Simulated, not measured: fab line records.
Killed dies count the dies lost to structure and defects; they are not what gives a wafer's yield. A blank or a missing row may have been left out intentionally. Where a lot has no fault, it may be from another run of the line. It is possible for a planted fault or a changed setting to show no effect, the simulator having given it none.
fab line records	flow sky130
[record] lots = 10	wafers = 30	lastDay = 51
route steps=708 shown METAL5@665 PASSIVATION@683 PAD_OPEN@708
lots that met no fault: from a run of the same line without faults
startH: hours from the record's first day to the start of the lot's first wafer shown	waitH: how many hours have passed since the lot's step before this one	" identical to the entry in the row above	L1.1+2: a single row standing in for several wafers	- no value, or no start was given	* or withheld: withheld	< > ~ a bound
route shown NAME@n: names a module that has steps shown in the file, with the first one's number in the route	usual: average and standard deviation across the fault-free wafers	same: alike in all rows	chamber/n: place in a boat	sites: per-site readings	_std_site: standard deviation of those values	_edge_site: the outer-site mean with the inner-site mean subtracted	radiusMm: how far each site lies from the wafer's centre	mask NAME#n: copy n	behind: the tool/chamber that last shaped the wafer	hold: the reason the lot was held/the length of the hold in hours/how it ended	device: transistor that didn't switch, given as n, p or np	end of line: at the end of the route, the tests of the same wafers	for a step that has no rows: nothing shown but its recipe	killed: dies lost to structure and defects at the first sort, not the wafer's yield	map: the dies of a wafer, with x for killed, . for not killed, _ for no die there
set.NAME: the setting that was run; set.NAME@STEP: the one run at that earlier step	model.NAME: the simulator's own value behind a step, which no gauge read
a sample of lots followed through the steps of the route, with each step as a table and each wafer as a row
services: a tool's chamber out of use, with start hour (startH, from the record's first day; less than 0 if before it), hours out, and reason
[[steps]]
[step SKY_METAL5_SPUTTER_04]
[recipe] material = TiN	targetThkNm = 70	powerW = 6500	timeS = 58.3	chamberPressurePa = 0.4
[usual] throttleValvePct = 29.9/1.2
lot.wafer	tool	chamber	startH	waitH	throttleValvePct
L825.1	pvdSputter-03	-	1030.77	0.0	30.9
L825.4	"	-	"	"	30.1
L825.6	"	-	"	"	30.2
L827.2	pvdSputter-02	-	1055.11	0.0	29.0
L827.3	"	-	"	"	31.5
L827.4	"	-	"	"	29.7
L829.4	pvdSputter-03	-	1059.05	0.0	27.5
L829.5	"	-	"	"	30.3
L829.6	"	-	"	"	30.5
L831.1	pvdSputter-03	-	1151.75	0.0	27.5
L831.2	"	-	"	"	28.7
L831.3	"	-	"	"	30.7
L833.3	pvdSputter-04	-	1152.66	0.0	29.3
L833.4	"	-	"	"	30.0
L833.6	"	-	"	"	32.1
L835.1	pvdSputter-04	-	1157.79	0.0	29.9
L835.5	"	-	"	"	29.9
L835.6	"	-	"	"	30.1
L839.2	pvdSputter-04	-	1160.00	0.0	31.8
L839.3	"	-	"	"	29.4
L839.5	"	-	"	"	30.1
L841.2	pvdSputter-04	-	1162.20	0.0	31.8
L841.4	"	-	"	"	29.1
L841.5	"	-	"	"	29.7
L842.1	pvdSputter-03	-	1162.44	0.0	30.2
L842.2	"	-	"	"	29.0
L842.6	"	-	"	"	28.7
L837.3	pvdSputter-04	-	1164.33	0.0	29.8
L837.4	"	-	"	"	30.1
L837.5	"	-	"	"	29.1
[step SKY_METAL5_STRIP_16]
[recipe] chemistry = O2/N2	powerW = 1400	pressureMtorr = 1500	platenTempC = withheld	o2FlowSccm = 3000	n2FlowSccm = 300	overashFraction = 0.5
[usual] drypumpMotorCurrentA = 5.5/0.42	oesProductAu = 0.710/0.0044	stripTimeToEndpointS = 13.10/0.16
lot.wafer	tool	chamber	startH	waitH	drypumpMotorCurrentA	oesProductAu	rfHoursCounterH	stripTimeToEndpointS
L825.1	plasmaAsher-01	0	1052.70	0.2	4.7	0.709	92	13.21
L825.4	"	1	"	"	5.9	0.709	-	12.95
L825.6	"	0	"	"	4.7	0.708	-	13.26
L827.2	plasmaAsher-04	0	1079.15	0.2	5.8	0.710	31	12.93
L827.3	"	1	"	"	5.6	0.708	-	13.24
L827.4	"	0	"	"	5.8	0.717	-	12.85
L829.4	plasmaAsher-04	0	1083.23	0.1	5.8	0.703	-	13.07
L829.5	"	1	"	"	5.6	0.710	-	13.15
L829.6	"	0	"	"	5.7	0.707	-	12.94
L831.1	plasmaAsher-01	0	1169.80	0.2	4.8	0.708	100	13.01
L831.2	"	1	"	"	5.9	0.708	100	13.35
L831.3	"	0	"	"	4.8	0.708	-	13.08
L833.3	plasmaAsher-02	1	1171.24	0.1	5.3	0.714	-	13.25
L833.4	"	0	"	"	5.6	0.710	-	12.93
L833.6	"	0	"	"	5.6	0.706	-	13.25
L835.1	plasmaAsher-02	1	1175.60	0.2	5.3	0.712	76	12.91
L835.5	"	0	"	"	5.6	0.711	-	12.83
L835.6	"	1	"	"	5.3	0.717	-	12.95
L839.2	plasmaAsher-01	0	1177.10	0.2	4.7	0.704	100	13.18
L839.3	"	1	"	"	5.9	0.717	-	12.89
L839.5	"	0	"	"	4.7	0.703	-	12.92
L841.2	plasmaAsher-04	1	1179.16	0.2	5.6	0.703	41	13.41
L841.4	"	0	"	"	5.7	0.706	-	12.86
L841.5	"	0	"	"	5.7	0.714	-	13.11
L842.1	plasmaAsher-01	1	1179.46	0.2	6.0	0.710	100	13.03
L842.2	"	0	"	"	4.7	0.708	100	12.97
L842.6	"	1	"	"	5.9	0.717	-	13.06
L837.3	plasmaAsher-04	1	1181.74	0.1	5.6	0.711	-	13.23
L837.4	"	0	"	"	5.8	0.701	-	13.10
L837.5	"	0	"	"	5.8	0.705	-	13.00
[step SKY_PASSIVATION_CVD_02]
[recipe] material = Si3N4	targetThkNm = 540	tempC = 400	timeS = withheld	rfW = 450
[usual] heaterPowerW = 755/120
lot.wafer	tool	chamber	startH	waitH	heaterPowerW
L825.1	pecvd-02	1	1054.34	0.1	964
L825.4	"	1	"	"	989
L825.6	"	0	"	"	552
L827.2	pecvd-04	1	1079.86	0.0	694
L827.3	"	2	"	"	928
L827.4	"	0	"	"	924
L829.4	pecvd-02	2	1083.99	0.1	674
L829.5	"	1	"	"	778
L829.6	"	0	"	"	566
L831.1	pecvd-02	0	1170.48	0.1	676
L831.2	"	1	"	"	1014
L831.3	"	2	"	"	625
L833.3	pecvd-04	0	1171.88	0.0	823
L833.4	"	2	"	"	828
L833.6	"	1	"	"	716
L835.1	pecvd-03	1	1176.28	0.1	705
L835.5	"	2	"	"	623
L835.6	"	0	"	"	735
L839.2	pecvd-03	0	1177.86	0.0	730
L839.3	"	2	"	"	637
L839.5	"	2	"	"	637
L841.2	pecvd-03	2	1179.84	0.0	535
L841.4	"	0	"	"	719
L841.5	"	1	"	"	736
L842.1	pecvd-03	2	1180.20	0.1	644
L842.2	"	1	"	"	687
L842.6	"	1	"	"	727
L837.3	pecvd-04	1	1182.39	0.0	701
L837.4	"	2	"	"	902
L837.5	"	1	"	"	756
[step SKY_PASSIVATION_ETCH_11]
[recipe] chemistry = CF4/O2	targetDepthNm = 725	stopOn = AlCu	sourceW = 800	biasW = 150	pressureMtorr = 150	cf4FlowSccm = 80	O2_flow_sccm = 10	timeS = 161.1
[usual] drypumpMotorCurrentA = 5.8/0.39	oesProductAu = 0.978/0.0069	rfFwdPowerW = 796.5/2.5	throttleValvePct = 5.964/0.0091
lot.wafer	tool	chamber	startH	waitH	drypumpMotorCurrentA	oesProductAu	rfFwdPowerW	rfHoursCounterH	throttleValvePct
L825.1	rieDiel-04	1	1078.58	-	5.7	0.966	792.3	16	5.957
L825.4	"	3	"	"	6.0	0.924	668.3	20	5.952
L825.6	"	3	"	"	6.0	0.912	664.3	-	5.940
L827.2	rieDiel-04	3	1103.44	-	6.0	0.910	668.2	21	5.936
L827.3	"	0	"	"	5.5	0.976	797.5	20	5.956
L827.4	"	2	"	"	5.8	0.983	799.6	26	5.982
L829.4	rieDiel-02	1	1106.79	-	5.6	0.980	797.8	21	5.978
L829.5	"	1	"	"	5.6	0.975	798.0	-	5.949
L829.6	"	0	"	"	6.5	0.978	794.7	-	5.962
L831.1	rieDiel-04	1	1188.78	-	5.7	0.967	794.5	20	5.967
L831.2	"	2	"	"	5.8	0.978	798.8	29	5.962
L831.3	"	3	"	"	6.0	0.976	798.0	24	5.957
L833.3	rieDiel-04	3	1189.83	-	6.0	0.977	793.8	24	5.971
L833.4	"	0	"	"	5.5	0.983	795.5	23	5.980
L833.6	"	1	"	"	5.7	0.989	793.9	-	5.967
L835.1	rieDiel-04	1	1193.68	-	5.6	0.978	793.5	20	5.964
L835.5	"	0	"	"	5.5	0.976	794.9	-	5.975
L835.6	"	1	"	"	5.7	0.991	796.5	-	5.956
L839.2	rieDiel-04	1	1196.14	-	5.7	0.969	797.9	20	5.968
L839.3	"	2	"	"	5.8	0.985	795.2	29	5.978
L839.5	"	0	"	"	5.5	0.976	793.8	-	5.962
L841.2	rieDiel-04	3	1198.38	-	6.0	0.982	799.7	24	5.951
L841.4	"	2	"	"	5.8	0.985	802.1	29	5.973
L841.5	"	1	"	"	5.6	0.990	794.7	-	5.967
L842.1	rieDiel-01	1	1199.14	-	5.6	0.985	795.4	3	5.973
L842.2	"	0	"	"	6.5	0.982	797.3	22	5.953
L842.6	"	0	"	"	6.5	0.988	796.3	-	5.976
L837.3	rieDiel-04	0	1201.83	-	5.5	0.987	797.5	24	5.951
L837.4	"	3	"	"	6.0	0.981	797.5	25	5.968
L837.5	"	1	"	"	5.7	0.983	789.6	-	5.974
[step SKY_PASSIVATION_STRIP_12]
[recipe] chemistry = O2/N2	powerW = 1400	pressureMtorr = 1500	platenTempC = withheld	overashFraction = 0.7	o2FlowSccm = 3000	n2FlowSccm = 300
[usual] drypumpMotorCurrentA = 5.5/0.39	oesProductAu = 0.660/0.0042	stripTimeToEndpointS = 31.52/0.11
lot.wafer	tool	chamber	startH	waitH	drypumpMotorCurrentA	oesProductAu	rfHoursCounterH	stripTimeToEndpointS
L825.1	plasmaAsher-03	0	1078.69	0.1	5.9	0.657	1	31.37
L825.4	"	0	"	"	5.9	0.667	-	32.23
L825.6	"	1	"	"	5.5	0.658	-	32.21
L827.2	plasmaAsher-02	0	1103.54	0.1	5.6	0.663	69	32.30
L827.3	"	1	"	"	5.3	0.655	-	31.50
L827.4	"	0	"	"	5.6	0.661	-	31.44
L829.4	plasmaAsher-01	0	1106.93	0.1	4.7	0.659	-	31.41
L829.5	"	0	"	"	4.7	0.656	-	31.38
L829.6	"	1	"	"	6.0	0.659	-	31.51
L831.1	plasmaAsher-01	1	1188.89	0.1	5.9	0.663	102	31.50
L831.2	"	0	"	"	4.7	0.655	102	31.68
L831.3	"	0	"	"	4.7	0.660	-	31.48
L833.3	plasmaAsher-01	1	1189.97	0.1	6.0	0.658	-	31.52
L833.4	"	0	"	"	4.7	0.663	-	31.59
L833.6	"	0	"	"	4.7	0.665	-	31.43
L835.1	plasmaAsher-02	1	1193.79	0.1	5.3	0.664	78	31.39
L835.5	"	1	"	"	5.3	0.664	-	31.57
L835.6	"	0	"	"	5.6	0.657	-	31.57
L839.2	plasmaAsher-02	0	1196.24	0.1	5.6	0.659	78	31.69
L839.3	"	1	"	"	5.3	0.668	-	31.60
L839.5	"	1	"	"	5.3	0.667	-	31.79
L841.2	plasmaAsher-03	0	1198.49	0.1	5.9	0.665	14	31.37
L841.4	"	1	"	"	5.5	0.664	-	31.54
L841.5	"	0	"	"	5.9	0.654	-	31.45
L842.1	plasmaAsher-02	0	1199.24	0.1	5.6	0.663	78	31.47
L842.2	"	1	"	"	5.3	0.659	78	31.51
L842.6	"	1	"	"	5.3	0.661	-	31.55
L837.3	plasmaAsher-03	1	1201.97	0.1	5.5	0.664	-	31.72
L837.4	"	0	"	"	5.9	0.663	-	31.54
L837.5	"	0	"	"	5.9	0.660	-	31.55
[step SKY_PAD_OPEN_PROBE_99]
[usual] defectLimitedYield = 82.5/2	killed_at_M0_to_M3 = 42/7.3	killed_at_M4_up = 3.4/2	killedAtContacts = 24/5.6	killedAtFrontEnd = 16/4.5	killedAtOther = 0.2/0.51	killedDies = 86/9.8	killedOnRim = 17/3.8	killedOpen = 46/7	killedShort = 40/6.7	sort_bin_3_pad_short = 0.9/0.42	sort_bin_5_function = 10.3/1.5	sort_bin_6_memory = 6.3/1.3	sortNPass = 406/9.8	sortYieldPct = 82.5/2
[same] grossDies = 492	killedAtBackSide = 0	sort_bin_4_leakage[%] = 0	sort_bin_8_speed[%] = 0
lot.wafer	tool	chamber	startH	waitH	hold	defectLimitedYield[%]	killed_at_M0_to_M3	killed_at_M4_up	killedAtContacts	killedAtFrontEnd	killedAtOther	killedDies	killedOnRim	killedOpen	killedShort	sort_bin_3_pad_short[%]	sort_bin_5_function[%]	sort_bin_6_memory[%]	sortNPass	sortYieldPct[%]
L825.1	prober-02	-	1105.37	0.1	awaitDispo/2.5h/release	81.9	34	5	34	16	0	89	17	58	30	0.2	12.0	5.9	403	81.9
L825.4	prober-02	-	1105.52	0.2	awaitDispo/2.5h/release	3.3	62	2	20	14	378	476	96	51	48	1.0	87.0	8.7	16	3.3
L825.6	prober-02	-	1105.62	0.2	awaitDispo/2.5h/release	0	45	3	24	15	405	492	96	50	37	1.2	90.7	8.1	0	0
L827.2	prober-01	-	1125.08	0.1	awaitDispo/2.5h/release	0.6	45	3	25	21	395	489	96	54	41	0.8	92.5	6.1	3	0.6
L827.3	prober-01	-	1125.13	0.2	awaitDispo/2.5h/release	83.3	45	3	23	10	1	82	22	49	33	0.2	11.2	5.3	410	83.3
L827.4	prober-01	-	1125.18	0.2	awaitDispo/2.5h/release	84.3	39	5	17	16	0	77	13	44	33	0.8	10.2	4.7	415	84.3
L829.4	prober-01	-	1127.95	0.2	-	82.9	34	2	28	20	0	84	10	39	45	1.4	10.0	5.7	408	82.9
L829.5	prober-01	-	1128.00	0.2	-	83.1	35	5	24	19	0	83	14	43	40	1.6	8.7	6.5	409	83.1
L829.6	prober-01	-	1128.05	0.2	-	79.3	55	0	32	15	0	102	20	52	50	1.6	11.4	7.7	390	79.3
L831.1	prober-02	-	1210.01	0.1	-	84.3	23	3	29	22	0	77	14	44	33	0.2	9.3	6.1	415	84.3
L831.2	prober-02	-	1210.06	0.1	-	83.3	34	2	27	19	0	82	14	44	38	0.6	9.3	6.7	410	83.3
L831.3	prober-02	-	1210.11	0.2	-	80.5	49	6	18	23	0	96	18	44	51	1.0	11.4	7.1	396	80.5
L833.3	prober-01	-	1211.61	0.2	-	78.9	54	4	30	16	0	104	23	56	46	1.2	12.4	7.5	388	78.9
L833.4	prober-01	-	1211.66	0.2	-	82.3	53	3	22	9	0	87	16	41	45	0.2	10.8	6.7	405	82.3
L833.6	prober-01	-	1211.76	0.2	-	81.5	43	4	18	26	0	91	17	51	39	1.0	11.8	5.7	401	81.5
L835.1	prober-02	-	1214.51	0.1	-	85.4	28	1	31	12	0	72	9	40	32	0.4	8.3	5.9	420	85.4
L835.5	prober-02	-	1214.71	0.2	-	83.5	43	3	23	12	0	81	19	42	39	1.2	10.8	4.5	411	83.5
L835.6	prober-02	-	1214.76	0.2	-	82.1	43	3	25	17	0	88	21	51	37	0.8	9.8	7.3	404	82.1
L839.2	prober-01	-	1215.45	0.1	-	79.3	41	5	32	23	1	102	20	58	44	1.6	12.6	6.5	390	79.3
L839.3	prober-01	-	1215.50	0.2	-	84.3	33	7	20	17	0	77	18	43	34	1.0	8.9	5.7	415	84.3
L839.5	prober-01	-	1215.60	0.2	-	83.7	38	2	20	20	0	80	18	43	35	0.8	8.9	6.5	412	83.7
L841.2	prober-01	-	1217.29	0.1	-	82.1	45	3	24	16	0	88	17	43	45	1.4	8.5	7.9	404	82.1
L841.4	prober-01	-	1217.39	0.2	-	83.1	41	2	28	11	1	83	15	39	44	1.0	10.4	5.5	409	83.1
L841.5	prober-01	-	1217.44	0.2	-	80.3	43	7	24	22	1	97	20	47	49	1.8	10.4	7.5	395	80.3
L842.1	prober-02	-	1218.28	0.1	-	81.3	42	3	21	26	0	92	14	40	52	0.2	11.4	7.1	400	81.3
L842.2	prober-02	-	1218.33	0.1	-	79.7	48	4	29	19	0	100	26	49	50	0.8	10.4	9.1	392	79.7
L842.6	prober-02	-	1218.53	0.2	-	82.3	52	1	19	15	0	87	21	49	38	1.4	8.9	7.3	405	82.3
L837.3	prober-02	-	1222.03	0.2	-	81.7	35	3	33	19	0	90	23	47	43	0.8	12.4	5.1	402	81.7
L837.4	prober-02	-	1222.08	0.2	-	86.2	29	3	19	17	0	68	10	21	47	1.0	8.3	4.5	424	86.2
L837.5	prober-02	-	1222.13	0.2	-	85.4	41	3	19	9	0	72	17	40	32	0.8	8.5	5.3	420	85.4
// killed by level:class
L825.1 CONTACT:geometricParticle:open=17 VIA1:geometricParticle:open=11 LI_CONTACT:geometricParticle:open=8 VIA3:geometricParticle:open=6 FIELD_ISO:geometricParticle:open=5 METAL1:geometricParticle:short=5 LOCAL_INTERCONNECT:geometricParticle:short=4 METAL4:geometricParticle:short=4
L825.4 PASSIVATION:areaEtch=377 VIA3:geometricParticle:open=13 VIA1:geometricParticle:short=9 VIA1:geometricParticle:open=8 CONTACT:geometricParticle:open=8 METAL1:geometricParticle:short=8 METAL2:geometricParticle:short=7 VIA3:geometricParticle:short=7
L825.6 PASSIVATION:areaEtch=405 VIA1:geometricParticle:open=15 METAL1:geometricParticle:short=10 CONTACT:geometricParticle:open=9 POLY_GATE:geometricParticle:open=6 LI_CONTACT:geometricParticle:open=6 VIA2:geometricParticle:open=6 LI_CONTACT:geometricParticle:short=4
L827.2 PASSIVATION:areaEtch=394 LI_CONTACT:geometricParticle:open=10 VIA2:geometricParticle:open=8 LOCAL_INTERCONNECT:geometricParticle:short=7 FIELD_ISO:geometricParticle:open=6 POLY_GATE:geometricParticle:open=6 CONTACT:geometricParticle:open=6 VIA1:geometricParticle:open=6
L827.3 VIA2:geometricParticle:open=12 CONTACT:geometricParticle:open=7 VIA1:geometricParticle:open=7 VIA3:geometricParticle:open=7 LI_CONTACT:geometricParticle:open=5 METAL1:geometricParticle:short=5 LI_CONTACT:geometricParticle:short=4 LOCAL_INTERCONNECT:geometricParticle:short=4
L827.4 CONTACT:geometricParticle:open=9 FIELD_ISO:geometricParticle:open=7 VIA2:geometricParticle:open=7 METAL2:geometricParticle:short=7 VIA3:geometricParticle:open=6 VIA1:geometricParticle:short=5 POLY_GATE:geometricParticle:open=4 VIA1:geometricParticle:open=4
L829.4 CONTACT:geometricParticle:short=9 CONTACT:geometricParticle:open=8 VIA1:geometricParticle:open=8 FIELD_ISO:geometricParticle:short=6 METAL2:geometricParticle:short=6 VIA3:geometricParticle:open=6 FIELD_ISO:geometricParticle:open=4 POLY_GATE:geometricParticle:open=4
L829.5 LI_CONTACT:geometricParticle:open=13 FIELD_ISO:geometricParticle:short=6 VIA2:geometricParticle:open=6 CONTACT:geometricParticle:open=5 METAL2:geometricParticle:short=5 FIELD_ISO:geometricParticle:open=4 POLY_GATE:geometricParticle:short=4 METAL1:geometricParticle:short=4
L829.6 VIA3:geometricParticle:open=11 LI_CONTACT:geometricParticle:open=10 METAL1:geometricParticle:short=10 METAL2:geometricParticle:short=10 CONTACT:geometricParticle:open=9 VIA1:geometricParticle:open=9 CONTACT:geometricParticle:short=6 FIELD_ISO:geometricParticle:open=4
L831.1 LI_CONTACT:geometricParticle:open=10 CONTACT:geometricParticle:open=9 FIELD_ISO:geometricParticle:open=6 VIA2:geometricParticle:open=6 POLY_GATE:geometricParticle:short=5 FIELD_ISO:geometricParticle:short=4 CONTACT:geometricParticle:short=4 VIA1:geometricParticle:open=4
L831.2 METAL2:geometricParticle:short=10 LI_CONTACT:geometricParticle:open=9 CONTACT:geometricParticle:open=6 VIA1:geometricParticle:open=6 VIA3:geometricParticle:open=6 LOCAL_INTERCONNECT:geometricParticle:short=5 POLY_GATE:geometricParticle:open=4 POLY_GATE:geometricParticle:short=3
L831.3 VIA1:geometricParticle:open=14 METAL2:geometricParticle:short=11 POLY_GATE:geometricParticle:short=9 VIA3:geometricParticle:open=8 LI_CONTACT:geometricParticle:open=5 LOCAL_INTERCONNECT:geometricParticle:short=5 VIA2:geometricParticle:short=4 FIELD_ISO:geometricParticle:open=3
L833.3 METAL1:geometricParticle:short=12 CONTACT:geometricParticle:open=11 VIA1:geometricParticle:open=9 LI_CONTACT:geometricParticle:open=8 VIA3:geometricParticle:open=8 VIA3:geometricParticle:short=7 VIA1:geometricParticle:short=5 POLY_GATE:geometricParticle:open=4
L833.4 METAL2:geometricParticle:short=11 VIA1:geometricParticle:short=10 VIA2:geometricParticle:open=9 VIA1:geometricParticle:open=8 CONTACT:geometricParticle:short=7 VIA3:geometricParticle:open=7 LI_CONTACT:geometricParticle:open=6 CONTACT:geometricParticle:open=4
L833.6 METAL2:geometricParticle:short=11 VIA1:geometricParticle:open=10 FIELD_ISO:geometricParticle:open=9 CONTACT:geometricParticle:open=9 POLY_GATE:geometricParticle:short=4 POLY_GATE:geometricParticle:open=4 VIA1:geometricParticle:short=4 VIA3:geometricParticle:open=4
L835.1 LI_CONTACT:geometricParticle:open=11 CONTACT:geometricParticle:open=8 VIA1:geometricParticle:open=8 LOCAL_INTERCONNECT:geometricParticle:short=4 CONTACT:geometricParticle:short=4 METAL1:geometricParticle:short=4 FIELD_ISO:geometricParticle:open=3 LI_CONTACT:geometricParticle:short=3
L835.5 VIA3:geometricParticle:open=9 CONTACT:geometricParticle:open=9 VIA1:geometricParticle:open=9 VIA3:geometricParticle:short=5 METAL2:geometricParticle:short=5 VIA2:geometricParticle:open=5 LI_CONTACT:geometricParticle:short=4 LOCAL_INTERCONNECT:geometricParticle:short=4
L835.6 VIA1:geometricParticle:open=12 METAL2:geometricParticle:short=9 LI_CONTACT:geometricParticle:open=8 LOCAL_INTERCONNECT:geometricParticle:short=6 CONTACT:geometricParticle:open=6 VIA2:geometricParticle:open=5 VIA3:geometricParticle:short=5 VIA3:geometricParticle:open=5
L839.2 LI_CONTACT:geometricParticle:open=15 VIA2:geometricParticle:open=8 POLY_GATE:geometricParticle:short=7 LOCAL_INTERCONNECT:geometricParticle:short=7 CONTACT:geometricParticle:open=6 VIA3:geometricParticle:open=6 VIA1:geometricParticle:open=6 METAL3:geometricParticle:short=5
L839.3 CONTACT:geometricParticle:open=9 VIA3:geometricParticle:open=8 METAL4:geometricParticle:short=6 FIELD_ISO:geometricParticle:open=5 VIA1:geometricParticle:open=5 VIA3:geometricParticle:short=5 POLY_GATE:geometricParticle:short=4 CONTACT:geometricParticle:short=4
L839.5 VIA2:geometricParticle:open=8 VIA3:geometricParticle:open=7 LI_CONTACT:geometricParticle:open=6 LOCAL_INTERCONNECT:geometricParticle:short=6 FIELD_ISO:geometricParticle:short=5 CONTACT:geometricParticle:open=5 VIA1:geometricParticle:open=5 METAL1:geometricParticle:short=4
L841.2 VIA1:geometricParticle:open=8 CONTACT:geometricParticle:open=7 CONTACT:geometricParticle:short=7 METAL2:geometricParticle:short=6 VIA2:geometricParticle:open=6 VIA3:geometricParticle:open=6 VIA1:geometricParticle:short=5 FIELD_ISO:geometricParticle:open=4
L841.4 CONTACT:geometricParticle:open=10 VIA2:geometricParticle:open=8 CONTACT:geometricParticle:short=7 VIA1:geometricParticle:open=7 METAL3:geometricParticle:short=7 LI_CONTACT:geometricParticle:short=5 LI_CONTACT:geometricParticle:open=5 METAL1:geometricParticle:short=5
L841.5 CONTACT:geometricParticle:open=13 METAL1:geometricParticle:short=8 VIA3:geometricParticle:open=7 POLY_GATE:geometricParticle:open=7 VIA1:geometricParticle:open=7 VIA2:geometricParticle:open=5 VIA1:geometricParticle:short=5 METAL2:geometricParticle:short=5
L842.1 VIA1:geometricParticle:open=9 METAL3:geometricParticle:short=7 POLY_GATE:geometricParticle:short=7 LI_CONTACT:geometricParticle:open=7 FIELD_ISO:geometricParticle:short=5 CONTACT:geometricParticle:open=5 VIA3:geometricParticle:open=5 METAL1:geometricParticle:short=5
L842.2 VIA1:geometricParticle:open=12 METAL2:geometricParticle:short=10 VIA1:geometricParticle:short=9 FIELD_ISO:geometricParticle:short=7 LI_CONTACT:geometricParticle:open=7 CONTACT:geometricParticle:short=7 CONTACT:geometricParticle:open=6 POLY_GATE:geometricParticle:open=5
L842.6 VIA1:geometricParticle:open=16 VIA3:geometricParticle:open=9 FIELD_ISO:geometricParticle:short=7 LI_CONTACT:geometricParticle:open=6 CONTACT:geometricParticle:open=5 VIA1:geometricParticle:short=5 METAL2:geometricParticle:short=5 VIA2:geometricParticle:open=5
L837.3 LI_CONTACT:geometricParticle:open=11 METAL2:geometricParticle:short=6 POLY_GATE:geometricParticle:short=6 VIA3:geometricParticle:open=6 LOCAL_INTERCONNECT:geometricParticle:short=6 VIA1:geometricParticle:open=6 CONTACT:geometricParticle:short=5 CONTACT:geometricParticle:open=5
L837.4 LOCAL_INTERCONNECT:geometricParticle:short=6 METAL2:geometricParticle:short=6 FIELD_ISO:geometricParticle:short=5 CONTACT:geometricParticle:short=5 POLY_GATE:geometricParticle:short=4 LI_CONTACT:geometricParticle:open=4 METAL3:geometricParticle:short=4 METAL1:geometricParticle:short=3
L837.5 METAL2:geometricParticle:short=8 VIA1:geometricParticle:open=7 LI_CONTACT:geometricParticle:open=7 VIA1:geometricParticle:short=7 FIELD_ISO:geometricParticle:open=6 VIA2:geometricParticle:open=5 CONTACT:geometricParticle:open=4 CONTACT:geometricParticle:short=4
[[services]]
tool	chamber	startH	hours	kind
rieDiel-01	-	1009.17	0.5	repair
rieDiel-02	3	1025.58	2.5	repair
pecvd-02	2	1031.19	28.7	repair
rieDiel-02	1	1033.53	4.3	repair
rieDiel-02	1	1046.80	2.8	repair
plasmaAsher-03	-	1055.27	9.0	pm
rieDiel-04	-	1059.80	1.0	repair
pecvd-02	-	1060.71	0.5	repair
plasmaAsher-01	-	1063.74	2.0	repair
rieDiel-02	1	1068.18	8.5	repair
plasmaAsher-01	-	1076.71	28.1	pm
pecvd-02	-	1081.41	0.2	repair
rieDiel-04	-	1081.89	0.8	repair
pvdSputter-04	-	1095.88	0.7	repair
pvdSputter-02	-	1098.43	5.1	repair
rieDiel-04	-	1106.78	0.3	repair
pecvd-04	-	1120.82	0.7	repair
plasmaAsher-02	-	1123.96	0.7	repair
pecvd-03	2	1129.89	15.5	repair
pvdSputter-03	-	1136.94	1.0	repair
pvdSputter-03	-	1138.38	6.3	repair
pecvd-04	-	1160.59	0.9	repair
pecvd-04	-	1174.71	6.0	pm
pecvd-02	-	1191.12	2.8	pm
[[key]]
[firstSign] step = SKY_PASSIVATION_ETCH_11	reading = rfFwdPowerW	direction = down	sigmas = 51	usual = 796.5	struck = 666.9
[effect] step = SKY_PASSIVATION_ETCH_11	reading = oesProductAu	direction = down	sigmas = 9	usual = 0.978	struck = 0.916
[effect] step = SKY_PASSIVATION_STRIP_12	reading = stripTimeToEndpointS	direction = up	sigmas = 6.9	usual = *	struck = *
[effect] step = SKY_PAD_OPEN_PROBE_99	reading = killedAtOther	direction = up	sigmas = 99+	usual = 0.2	struck = 392.7
[moreKillsBornAt] SKY_PASSIVATION_ETCH_11@rieDiel-04 = 1176
metAt SKY_PASSIVATION_ETCH_11
struckLots L825,L827
struckWafers L825.4,L825.6,L827.2
laterRowsLeftOut L825.4,L825.6,L827.2
notActingAt SKY_METAL5_SPUTTER_04,SKY_METAL5_STRIP_16,SKY_PASSIVATION_CVD_02
[fault] kind = processParameterDrift	tool = rieDiel-04	chamber = 3	onsetH = 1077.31	steps = SKY_PASSIVATION_ETCH_11	channel = sourceW	offset = -128	shape = step	endH = 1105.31	actsIn = theseRecipesOnly	stated = 800
// laterRowsLeftOut: the simulator's readings of these wafers behind a module that went badly wrong aren't trusted and aren't shown, but for the sort
